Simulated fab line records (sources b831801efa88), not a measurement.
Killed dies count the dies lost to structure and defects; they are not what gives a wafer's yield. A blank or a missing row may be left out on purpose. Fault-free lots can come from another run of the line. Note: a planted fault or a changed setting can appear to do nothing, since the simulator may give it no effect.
Tool commonality check || flow gf180mcu || 12 lots, 42 wafers sampled

WHAT PROMPTED THE OPENING
At GF_PSD_RS_MEAS_14 the reading NSD_RS is flagged on 2 of 12 lots. Wafers without a fault read 46.11 ohm/sq, standard deviation 0.081.
Rule: a lot is flagged when every wafer of it that has a number lies more than 4 standard deviations from that mean, or none has a number. All remaining lots are regarded as sound.

{"lot": "L821", "measured": "day 14 06:31", "on": "filmMetro-04", "NSD_RS (ohm/sq), wafer by wafer": "46.16 46.13 46.12", "flag": ""}
{"lot": "L822", "measured": "day 14 13:56", "on": "filmMetro-01", "NSD_RS (ohm/sq), wafer by wafer": "45.98 45.99 45.97", "flag": ""}
{"lot": "L823", "measured": "day 14 21:51", "on": "filmMetro-01", "NSD_RS (ohm/sq), wafer by wafer": "45.93 46.07 46.04", "flag": ""}
{"lot": "L824", "measured": "day 15 05:55", "on": "filmMetro-03", "NSD_RS (ohm/sq), wafer by wafer": "46.10 46.18 46.11", "flag": ""}
{"lot": "L825", "measured": "day 15 15:40", "on": "filmMetro-01", "NSD_RS (ohm/sq), wafer by wafer": "46.19 46.14 46.14", "flag": ""}
{"lot": "L826", "measured": "day 16 02:31", "on": "filmMetro-01", "NSD_RS (ohm/sq), wafer by wafer": "46.01 46.11 46.07", "flag": ""}
{"lot": "L832", "measured": "day 18 07:58", "on": "filmMetro-01", "NSD_RS (ohm/sq), wafer by wafer": "45.04 45.13 45.13 44.96 45.00 45.10", "flag": "FLAGGED"}
{"lot": "L835", "measured": "day 19 11:15", "on": "filmMetro-01", "NSD_RS (ohm/sq), wafer by wafer": "45.10 45.06 45.22 45.07 45.07 45.13", "flag": "FLAGGED"}
{"lot": "L836", "measured": "day 19 19:12", "on": "filmMetro-01", "NSD_RS (ohm/sq), wafer by wafer": "46.06 46.06 46.23", "flag": ""}
{"lot": "L841", "measured": "day 21 12:31", "on": "filmMetro-03", "NSD_RS (ohm/sq), wafer by wafer": "46.00 46.01 45.99", "flag": ""}
{"lot": "L843", "measured": "day 22 04:10", "on": "filmMetro-03", "NSD_RS (ohm/sq), wafer by wafer": "46.24 46.16 46.17", "flag": ""}
{"lot": "L844", "measured": "day 22 14:21", "on": "filmMetro-04", "NSD_RS (ohm/sq), wafer by wafer": "46.19 46.08 46.09", "flag": ""}
Average over the flagged lots: 45.08 ohm/sq; offset from the usual -1.03 ohm/sq, equal to -13 standard deviations.

EACH LOT AND THE TOOL IT RAN ON
The record keeps 1 process step preceding the reading, out of 602 steps on the route. Read each cell as the tool, then ch plus the chambers that the sampled wafers visited, then the start.
{"lot": "L821", "flag": "", "GF_PSD_RTA_13": "rtpAnneal-02 ch 0, day 14 06:25"}
{"lot": "L822", "flag": "", "GF_PSD_RTA_13": "rtpAnneal-02 ch 0, day 14 13:51"}
{"lot": "L823", "flag": "", "GF_PSD_RTA_13": "rtpAnneal-02 ch 0, day 14 21:46"}
{"lot": "L824", "flag": "", "GF_PSD_RTA_13": "rtpAnneal-01 ch 0, day 15 05:50"}
{"lot": "L825", "flag": "", "GF_PSD_RTA_13": "rtpAnneal-02 ch 0, day 15 15:35"}
{"lot": "L826", "flag": "", "GF_PSD_RTA_13": "rtpAnneal-01 ch 0, day 16 02:25"}
{"lot": "L832", "flag": "FLAGGED", "GF_PSD_RTA_13": "rtpAnneal-02 ch 0, day 18 07:52"}
{"lot": "L835", "flag": "FLAGGED", "GF_PSD_RTA_13": "rtpAnneal-02 ch 0, day 19 11:10"}
{"lot": "L836", "flag": "", "GF_PSD_RTA_13": "rtpAnneal-01 ch 0, day 19 19:07"}
{"lot": "L841", "flag": "", "GF_PSD_RTA_13": "rtpAnneal-01 ch 0, day 21 12:26"}
{"lot": "L843", "flag": "", "GF_PSD_RTA_13": "rtpAnneal-02 ch 0, day 22 04:05"}
{"lot": "L844", "flag": "", "GF_PSD_RTA_13": "rtpAnneal-02 ch 0, day 22 14:16"}
These steps, and what they do:
- GF_PSD_RTA_13: time 20 s.
- GF_PSD_RS_MEAS_14: measures by four-point-probe.

FLAGGED OVER TOTAL, TOOL BY TOOL (the gauges that took the reading come last)
{"step": "GF_PSD_RTA_13", "tool": "rtpAnneal-01", "lots run": 4, "flagged": 0, "share of the flagged lots": "none", "sound lots run after its first flagged lot": "-"}
{"step": "GF_PSD_RTA_13", "tool": "rtpAnneal-02", "lots run": 8, "flagged": 2, "share of the flagged lots": "all", "sound lots run after its first flagged lot": "2 (L843,L844)"}
{"step": "GF_PSD_RS_MEAS_14", "tool": "filmMetro-01", "lots run": 7, "flagged": 2, "share of the flagged lots": "all", "sound lots run after its first flagged lot": "1 (L836)"}
{"step": "GF_PSD_RS_MEAS_14", "tool": "filmMetro-03", "lots run": 3, "flagged": 0, "share of the flagged lots": "none", "sound lots run after its first flagged lot": "-"}
{"step": "GF_PSD_RS_MEAS_14", "tool": "filmMetro-04", "lots run": 2, "flagged": 0, "share of the flagged lots": "none", "sound lots run after its first flagged lot": "-"}

WHAT THE TABLE ALLOWS
Every flagged lot went through 2 rows of the table: rtpAnneal-02 at GF_PSD_RTA_13 and filmMetro-01 at GF_PSD_RS_MEAS_14.
- rtpAnneal-02 at GF_PSD_RTA_13 ran 8 lots, 2 of them flagged. Lots that were sound ran on it after the first flagged one (L843, L844); a persistent fault on the entire tool would not allow that. Its own readings lie more than 4 standard deviations out on every wafer of the flagged lots: wafer_temp_C_max.
- filmMetro-01 at GF_PSD_RS_MEAS_14 ran 7 lots, 2 of them flagged. Lots that were sound ran on it after the first flagged one (L836); a persistent fault on the entire tool would not allow that.
None of the table's rows ran every flagged lot and, after the first, no sound lot.

WHAT THE SIMULATOR HAD PUT IN
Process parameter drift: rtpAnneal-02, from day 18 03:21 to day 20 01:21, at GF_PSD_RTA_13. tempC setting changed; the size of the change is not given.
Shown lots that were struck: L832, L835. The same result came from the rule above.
